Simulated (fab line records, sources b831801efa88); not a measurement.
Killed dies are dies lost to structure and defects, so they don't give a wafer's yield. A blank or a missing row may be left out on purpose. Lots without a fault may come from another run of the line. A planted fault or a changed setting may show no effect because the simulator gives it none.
Problem report in the 8D (eight disciplines) form, filled by code | flow sky130 | the parts of the form that need people (team, actions taken, sign-off) are left out

1. THE PROBLEM
run_length_s at SKY_VIA2_ETCH_14 reads a mean of 51.2 s on 3 wafers of 2 lots; wafers without a fault read 74.2 s with a standard deviation of 0.58. That is -40 standard deviations from the usual mean.
The step: etches BARC in N2/H2, stops on SiO2, time 45.9 s, target depth 60 nm.
First seen on wafer L469.2, day 38 18:11, on rie_diel-02. The record holds 42 wafers of 14 lots with a number at this step. Rule for "out", or "out of limits": more than 4 standard deviations from the usual mean. The other wafers with a number count as sound.

2. WHAT IT IS AND WHAT IT IS NOT
question                    | is                           | is not
which readings at this step | run_length_s, oes_product_au | drypump_motor_current_A
which lots                  | L469, L470                   | L463, L464, L465, L473, L476, L478, L479, L481, L482, L483, L484, L486
which wafers of those lots  | L469.2, L470.2, L470.3       | L469.5, L469.6, L470.4
read on which tools         | rie_diel-02                  | rie_diel-03, rie_diel-04
when                        | from day 38 18:11            | up to then (11 sound wafers); but 28 sound wafers of L470, L473, L476, L478, L479, L481, L482, L483, L484, L486 came after

3. SUSPECTS, AND WHAT RULES EACH OUT
Counting: a tool at a process step up to the reading stays a suspect if it ran every lot that is out. Sound lots after the first of them don't rule it out here, since some wafers of a struck lot are sound.
- rie_diel-02 at SKY_VIA2_ETCH_14 (etches BARC in N2/H2, stops on SiO2, time 45.9 s, target depth 60 nm): kept. It ran every lot that is out, first L469 (day 38 18:11); its last sound lot up to then is L463 (day 36 23:04). Its own readings are out on those wafers: oes_product_au, run_length_s.
- Within rie_diel-02 at SKY_VIA2_ETCH_14: the wafers that are out ran in chambers 1, 2; their sound lot-mates ran in chambers 0, 3.
Left after counting: rie_diel-02 at SKY_VIA2_ETCH_14.

4. THE CAUSE (what the simulator had put in)
Process parameter drift: rie_diel-02, from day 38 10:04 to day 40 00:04, at SKY_VIA2_ETCH_14. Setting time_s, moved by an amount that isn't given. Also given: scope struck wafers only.
Counting left only this tool.

5. THE CHAIN OF EFFECTS, in route order
Each row: a reading whose mean over the struck wafers that have a number lies more than 3 standard deviations from the usual. Only readings for which the record gives a usual standard deviation are gone through. hours: the time from each lot's start at the first step in this table that gives one to its start at this step, as a median over the lots. sigmas: the change in usual standard deviations.
hours | step              | reading                  | usual      | on struck wafers | change | sigmas
0     | SKY_VIA2_ETCH_14  | oes_product_au           | 0.854 a.u. | 1.011            | +0.157 | +36
0     | SKY_VIA2_ETCH_14  | run_length_s             | 74.2 s     | 51.2             | -23.0  | -40
0     | SKY_VIA2_ETCH_15  | oes_product_au           | 0.940 a.u. | 0.375            | -0.565 | -99 or more
0     | SKY_VIA2_STRIP_16 | strip_time_to_endpoint_s | 4.04 s     | 4.25             | +0.21  | +6.9
The process steps in it:
- SKY_VIA2_ETCH_14: etches BARC in N2/H2, stops on SiO2, time 45.9 s, target depth 60 nm.
- SKY_VIA2_ETCH_15: etches SiO2 in C4F8/O2/Ar, stops on TiN, target depth 546 nm, time 84 s.
- SKY_VIA2_STRIP_16: strips in O2/N2.

6. WHAT WOULD HAVE CAUGHT IT SOONER
In this record the first reading out of limits was taken at day 38 18:11, 8 hours after the fault began at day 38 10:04.
